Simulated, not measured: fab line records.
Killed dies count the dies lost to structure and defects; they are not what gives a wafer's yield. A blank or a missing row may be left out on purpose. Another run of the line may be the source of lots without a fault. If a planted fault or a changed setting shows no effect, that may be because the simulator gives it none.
Which tool is to blame? || flow gf180mcu || 36 wafers from 12 lots sampled at 5 of the route's 602 steps

WHAT THE GAUGES READ, wafer by wafer
GF_STI_THK_MEAS_02.
{"lot": "L348", "measured": "day 2 02:45", "on": "film-metro-03", "STI_OXIDATION_THK (nm)": "10.45 10.10 10.20"}
{"lot": "L350", "measured": "day 2 12:31", "on": "film-metro-02", "STI_OXIDATION_THK (nm)": "9.84 9.91 9.93"}
{"lot": "L351", "measured": "day 2 17:34", "on": "film-metro-01", "STI_OXIDATION_THK (nm)": "10.08 9.98 9.66"}
{"lot": "L353", "measured": "day 3 03:31", "on": "film-metro-02", "STI_OXIDATION_THK (nm)": "10.09 10.25 10.16"}
{"lot": "L355", "measured": "day 3 13:31", "on": "film-metro-01", "STI_OXIDATION_THK (nm)": "9.92 9.79 9.72"}
{"lot": "L356", "measured": "day 3 18:56", "on": "film-metro-03", "STI_OXIDATION_THK (nm)": "9.84 9.98 9.71"}
{"lot": "L357", "measured": "day 4 02:16", "on": "film-metro-03", "STI_OXIDATION_THK (nm)": "10.12 10.30 10.43"}
{"lot": "L358", "measured": "day 4 04:53", "on": "film-metro-03", "STI_OXIDATION_THK (nm)": "10.21 10.19 10.20"}
{"lot": "L359", "measured": "day 4 09:31", "on": "film-metro-01", "STI_OXIDATION_THK (nm)": "9.69 9.68 9.80"}
{"lot": "L361", "measured": "day 4 19:31", "on": "film-metro-02", "STI_OXIDATION_THK (nm)": "9.84 9.89 9.93"}
{"lot": "L363", "measured": "day 5 05:32", "on": "film-metro-02", "STI_OXIDATION_THK (nm)": "9.59 9.59 9.53"}
{"lot": "L368", "measured": "day 6 06:56", "on": "film-metro-02", "STI_OXIDATION_THK (nm)": "10.27 10.33 10.33"}

GF_MVSD_TW_MEAS_11.
{"lot": "L348", "measured": "day 5 04:32", "on": "film-metro-01", "MVSD_TW": "1590 1580 1594"}
{"lot": "L350", "measured": "day 5 14:50", "on": "film-metro-01", "MVSD_TW": "1598 1588 1577"}
{"lot": "L351", "measured": "day 5 23:58", "on": "film-metro-02", "MVSD_TW": "1573 1573 1565"}
{"lot": "L353", "measured": "day 6 10:49", "on": "film-metro-01", "MVSD_TW": "1589 1576 1584"}
{"lot": "L355", "measured": "day 6 21:59", "on": "film-metro-01", "MVSD_TW": "1585 1591 1598"}
{"lot": "L356", "measured": "day 7 01:56", "on": "film-metro-04", "MVSD_TW": "1598 1600 1596"}
{"lot": "L357", "measured": "day 7 13:19", "on": "film-metro-01", "MVSD_TW": "1577 1579 1584"}
{"lot": "L358", "measured": "day 7 14:20", "on": "film-metro-01", "MVSD_TW": "1592 1579 1590"}
{"lot": "L359", "measured": "day 7 20:17", "on": "film-metro-02", "MVSD_TW": "1585 1590 1592"}
{"lot": "L361", "measured": "day 8 06:34", "on": "film-metro-04", "MVSD_TW": "1653 1667 1647 1653 1665 1664"}
{"lot": "L363", "measured": "day 8 19:01", "on": "film-metro-04", "MVSD_TW": "1660 1662 1663 1659 1663 1659"}
{"lot": "L368", "measured": "day 9 23:27", "on": "film-metro-02", "MVSD_TW": "1574 1589 1587"}

GF_VT_IMPLANT_RS_MEAS_46: the measuring method here is four-point-probe.
{"lot": "L348", "measured": "day 8 09:32", "on": "film-metro-04", "MVSD_RS (ohm/sq)": "458.3 457.5 457.7"}
{"lot": "L350", "measured": "day 8 22:59", "on": "film-metro-02", "MVSD_RS (ohm/sq)": "455.3 456.1 455.7"}
{"lot": "L351", "measured": "day 9 08:10", "on": "film-metro-01", "MVSD_RS (ohm/sq)": "457.6 457.8 457.5"}
{"lot": "L353", "measured": "day 9 21:40", "on": "film-metro-01", "MVSD_RS (ohm/sq)": "457.4 456.6 455.6"}
{"lot": "L355", "measured": "day 10 10:39", "on": "film-metro-02", "MVSD_RS (ohm/sq)": "456.1 456.8 455.9"}
{"lot": "L356", "measured": "day 10 13:49", "on": "film-metro-04", "MVSD_RS (ohm/sq)": "456.4 455.3 456.0"}
{"lot": "L357", "measured": "day 11 03:14", "on": "film-metro-02", "MVSD_RS (ohm/sq)": "454.6 456.1 455.5"}
{"lot": "L358", "measured": "day 11 05:42", "on": "film-metro-04", "MVSD_RS (ohm/sq)": "456.2 456.9 456.9"}
{"lot": "L359", "measured": "day 11 10:53", "on": "film-metro-02", "MVSD_RS (ohm/sq)": "454.6 456.1 454.9"}
{"lot": "L361", "measured": "day 12 00:00", "on": "film-metro-01", "MVSD_RS (ohm/sq)": "427.3 428.7 428.2 427.8 428.8 428.5"}
{"lot": "L363", "measured": "day 12 15:07", "on": "film-metro-02", "MVSD_RS (ohm/sq)": "427.9 427.3 427.3 427.7 427.3 427.6"}
{"lot": "L368", "measured": "day 13 21:43", "on": "film-metro-02", "MVSD_RS (ohm/sq)": "457.0 456.1 455.9"}

GF_V1_OVL_MEAS_15.
{"lot": "L348", "measured": "day 19 08:47", "on": "overlay-01", "V1_OVL (nm)": "-2 -5 -5"}
{"lot": "L350", "measured": "day 20 04:12", "on": "overlay-02", "V1_OVL (nm)": "-12 -4 -4"}
{"lot": "L351", "measured": "day 20 14:22", "on": "overlay-02", "V1_OVL (nm)": "-15 -6 -12"}
{"lot": "L353", "measured": "day 21 07:50", "on": "overlay-02", "V1_OVL (nm)": "2 -6 3"}
{"lot": "L355", "measured": "day 22 00:02", "on": "overlay-02", "V1_OVL (nm)": "-6 -6 -11"}
{"lot": "L356", "measured": "day 22 03:19", "on": "overlay-02", "V1_OVL (nm)": "-1 -14 -8"}
{"lot": "L357", "measured": "day 23 00:55", "on": "overlay-01", "V1_OVL (nm)": "-7 -7 0"}
{"lot": "L358", "measured": "day 23 02:49", "on": "overlay-02", "V1_OVL (nm)": "-6 -6 -7"}
{"lot": "L359", "measured": "day 23 08:09", "on": "overlay-02", "V1_OVL (nm)": "-6 -7 0"}
{"lot": "L361", "measured": "day 24 02:15", "on": "overlay-01", "V1_OVL (nm)": "-8 -3 -6"}
{"lot": "L363", "measured": "day 24 18:48", "on": "overlay-02", "V1_OVL (nm)": "2 1 -9"}
{"lot": "L368", "measured": "day 26 02:00", "on": "overlay-02", "V1_OVL (nm)": "5 6 6"}

WHICH TOOL RAN EACH LOT (tool, then ch and the chambers of the sampled wafers, then the start)
{"lot": "L348", "GF_MVSD_IMPLANT_08": "implanter-02 ch 0, day 5 04:10"}
{"lot": "L350", "GF_MVSD_IMPLANT_08": "implanter-04 ch 0, day 5 14:26"}
{"lot": "L351", "GF_MVSD_IMPLANT_08": "implanter-01 ch 0, day 5 23:34"}
{"lot": "L353", "GF_MVSD_IMPLANT_08": "implanter-02 ch 0, day 6 10:25"}
{"lot": "L355", "GF_MVSD_IMPLANT_08": "implanter-01 ch 0, day 6 21:37"}
{"lot": "L356", "GF_MVSD_IMPLANT_08": "implanter-02 ch 0, day 7 01:34"}
{"lot": "L357", "GF_MVSD_IMPLANT_08": "implanter-02 ch 0, day 7 12:58"}
{"lot": "L358", "GF_MVSD_IMPLANT_08": "implanter-02 ch 0, day 7 13:56"}
{"lot": "L359", "GF_MVSD_IMPLANT_08": "implanter-04 ch 0, day 7 19:53"}
{"lot": "L361", "GF_MVSD_IMPLANT_08": "implanter-02 ch 0, day 8 06:10"}
{"lot": "L363", "GF_MVSD_IMPLANT_08": "implanter-02 ch 0, day 8 18:39"}
{"lot": "L368", "GF_MVSD_IMPLANT_08": "implanter-04 ch 0, day 9 23:03"}
- GF_MVSD_IMPLANT_08

WHAT THE TOOLS THEMSELVES READ (means of the sampled wafers that have a number; where no wafer has one, the mark that the record gives instead)
GF_MVSD_IMPLANT_08.
{"lot": "L348", "tool": "implanter-02", "beam-on-s (s)": 9.88, "end-station-pressure-torr (Torr)": 5.00e-06, "faraday-current-uA": 91.2}
{"lot": "L350", "tool": "implanter-04", "beam-on-s (s)": 10.14, "end-station-pressure-torr (Torr)": 5.26e-06, "faraday-current-uA": 88.8}
{"lot": "L351", "tool": "implanter-01", "beam-on-s (s)": 9.98, "end-station-pressure-torr (Torr)": 5.10e-06, "faraday-current-uA": 90.3}
{"lot": "L353", "tool": "implanter-02", "beam-on-s (s)": 9.80, "end-station-pressure-torr (Torr)": 5.18e-06, "faraday-current-uA": 92.2}
{"lot": "L355", "tool": "implanter-01", "beam-on-s (s)": 10.08, "end-station-pressure-torr (Torr)": 5.06e-06, "faraday-current-uA": 89.8}
{"lot": "L356", "tool": "implanter-02", "beam-on-s (s)": 10.03, "end-station-pressure-torr (Torr)": 5.04e-06, "faraday-current-uA": 90.0}
{"lot": "L357", "tool": "implanter-02", "beam-on-s (s)": 9.92, "end-station-pressure-torr (Torr)": 4.84e-06, "faraday-current-uA": 90.8}
{"lot": "L358", "tool": "implanter-02", "beam-on-s (s)": 10.08, "end-station-pressure-torr (Torr)": 5.02e-06, "faraday-current-uA": 89.3}
{"lot": "L359", "tool": "implanter-04", "beam-on-s (s)": 9.67, "end-station-pressure-torr (Torr)": 5.43e-06, "faraday-current-uA": 92.9}
{"lot": "L361", "tool": "implanter-02", "beam-on-s (s)": 11.55, "end-station-pressure-torr (Torr)": 7.87e-05, "faraday-current-uA": 76.6}
{"lot": "L363", "tool": "implanter-02", "beam-on-s (s)": 11.47, "end-station-pressure-torr (Torr)": 7.84e-05, "faraday-current-uA": 77.3}
{"lot": "L368", "tool": "implanter-04", "beam-on-s (s)": 9.87, "end-station-pressure-torr (Torr)": 5.03e-06, "faraday-current-uA": 91.0}

THE ANSWER, worked out from the rows above alone
Rule: the lots themselves supply what counts as usual. The widest of any qualifying gaps counts: lots, ordered by their means at a reading, are off when they make up no more than a third of the lots, leave a main group of 4 or more, and stand apart from it by 3 or more times the standard deviation of that group's means. A main group whose means are all the same, to the digits that the tables above print for the reading, isn't used. Also off: a lot with no number at a reading for which 4 or more lots have one. All remaining lots with rows at the step are treated as sound. Order of review: gauges by route order, followed by the tools' own readings, for which a lot's mean as printed above is used. The first step at which some lot is off is used, and at that step the reading that is off furthest; a lot without a number counts as furthest.
Off: at GF_MVSD_TW_MEAS_11 (MVSD_TW), L361, L363. Mean 1586 and standard deviation 7 in the main group.
A tool fits if, at a process step before that reading, it ran every lot that is off, and no sound lot after the first of them. The gauges at GF_MVSD_TW_MEAS_11 aren't tried: what is off there is off at GF_VT_IMPLANT_RS_MEAS_46 too, on other tools, and a gauge's error can't cause that. One fits: implanter-02 at GF_MVSD_IMPLANT_08. A fault onset in the window from L358 (day 7 13:56, its last sound lot) to L361 (day 8 06:10, its first lot off) fits.
The tool's own readings at GF_MVSD_IMPLANT_08 bear it out: on the lots that are off they differ by more than 5 times the standard deviation of the sound lots' means. beam-on-s reads 11.51 s there against 9.95 s on the sound lots; end-station-pressure-torr reads 7.85e-05 Torr there against 5.10e-06 Torr on the sound lots; faraday-current-uA reads 76.9 there against 90.6 on the sound lots.

WHAT THE SIMULATOR PUT IN
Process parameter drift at GF_MVSD_IMPLANT_08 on implanter-02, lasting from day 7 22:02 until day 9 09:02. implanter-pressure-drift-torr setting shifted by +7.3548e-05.
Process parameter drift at GF_MVSD_IMPLANT_08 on implanter-02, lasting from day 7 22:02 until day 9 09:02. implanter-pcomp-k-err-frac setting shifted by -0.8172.
Lots struck among those shown: L361, L363. Same finding as the rule above.
